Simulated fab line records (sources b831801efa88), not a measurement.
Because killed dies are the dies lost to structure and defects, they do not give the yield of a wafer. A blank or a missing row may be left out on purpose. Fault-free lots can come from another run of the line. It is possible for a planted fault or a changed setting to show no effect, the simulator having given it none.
One fault seen from 2 desks || flow sky130 || each desk holds nothing but its own numbers, with what lay behind them at the end

## FROM THE METROLOGY DESK
Means of the sampled wafers that have a number, per lot and without regard to the tool the lot ran on: this is what the gauges read. Any lot whose mean is over 4 standard deviations away from the usual mean is out of limits and marked OUT; that distance is given in the brackets.
Columns: A = METAL4_OVL at SKY_METAL4_OVL_MEAS_14, usual 6 nm
{"lot": "L849", "first seen here": "day 41 20:11", "A": 3}
{"lot": "L850", "first seen here": "day 42 11:35", "A": -1}
{"lot": "L854", "first seen here": "day 43 13:36", "A": 2}
{"lot": "L857", "first seen here": "day 44 06:09", "A": -4}
{"lot": "L856", "first seen here": "day 44 07:31", "A": 1}
{"lot": "L859", "first seen here": "day 45 00:32", "A": -1}
{"lot": "L860", "first seen here": "day 45 01:28", "A": 20}
{"lot": "L861", "first seen here": "day 45 11:06", "A": 4}
{"lot": "L862", "first seen here": "day 45 14:38", "A": 0}
{"lot": "L863", "first seen here": "day 45 22:45", "A": 8}
{"lot": "L872", "first seen here": "day 48 09:36", "A": 3}
This desk's verdict: no lot among the 11 shows anything out of limits.

## TOOL OWNER'S DESK, rie-metal-04
The tool's own readings at SKY_METAL4_METAL_ETCH_18 (etches the open film in Cl2/BCl3, stops on SiO2, target depth 845 nm, time 183.1 s): means of the sampled wafers that have a number, for each lot that ran on this tool. Any lot whose mean is over 4 standard deviations away from the usual mean is out of limits and marked OUT; that distance is given in the brackets.
Columns: A = bcl3-flow-sccm at SKY_METAL4_METAL_ETCH_18, usual 30.00 sccm; B = chamber-pressure-mTorr at SKY_METAL4_METAL_ETCH_18, usual 10.000 mTorr; C = drypump-motor-current-A at SKY_METAL4_METAL_ETCH_18, usual 5.65 A; D = oes-product-au at SKY_METAL4_METAL_ETCH_18, usual 0.866 a.u.; E = rf-fwd-power-W at SKY_METAL4_METAL_ETCH_18, usual 896.9 W; F = throttle-valve-pct at SKY_METAL4_METAL_ETCH_18, usual 22.263 %
{"lot": "L850", "first seen here": "day 42 11:49", "A": 30.04, "B": 10.008, "C": 5.61, "D": 0.868, "E": 896.6, "F": 22.257}
{"lot": "L856", "first seen here": "day 44 07:41", "A": 29.93, "B": 10.007, "C": 5.79, "D": 0.869, "E": 897.4, "F": 22.270}
{"lot": "L859", "first seen here": "day 45 00:46", "A": 30.02, "B": 9.991, "C": 5.59, "D": 0.864, "E": 899.9, "F": 22.262}
{"lot": "L861", "first seen here": "day 45 11:17", "A": 30.09, "B": 10.004, "C": 5.59, "D": 0.872, "E": 895.3, "F": 22.263}
{"lot": "L862", "first seen here": "day 45 14:49", "A": 30.04, "B": "12.001 (+99 or more) OUT", "C": 5.58, "D": 0.863, "E": 896.2, "F": 22.257}
{"lot": "L863", "first seen here": "day 45 23:07", "A": 29.95, "B": "11.998 (+99 or more) OUT", "C": 5.77, "D": 0.868, "E": 901.2, "F": 22.266}
This desk's finding: out of limits on L862, L863; first on L862, day 45 14:49 (chamber-pressure-mTorr at SKY_METAL4_METAL_ETCH_18). In limits: L850, L856, L859, L861.

## ALL TOGETHER
The tool owner's desk could have raised an alarm at day 45 14:49, on L862, L863.
Nothing out of limits was seen by the metrology desk.
The metrology desk has L862, L863 on record, within its limits.
Of the lots named, all ran SKY_METAL4_METAL_ETCH_18 on rie-metal-04.

## WHAT HAD BEEN PUT IN BY THE SIMULATOR
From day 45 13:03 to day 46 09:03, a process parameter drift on rie-metal-04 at SKY_METAL4_METAL_ETCH_18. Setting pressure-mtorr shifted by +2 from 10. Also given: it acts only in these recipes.
Struck lots among those shown: L862, L863.
Each desk's first reading out of limits, in hours after the fault started: the tool owner's desk, 2.
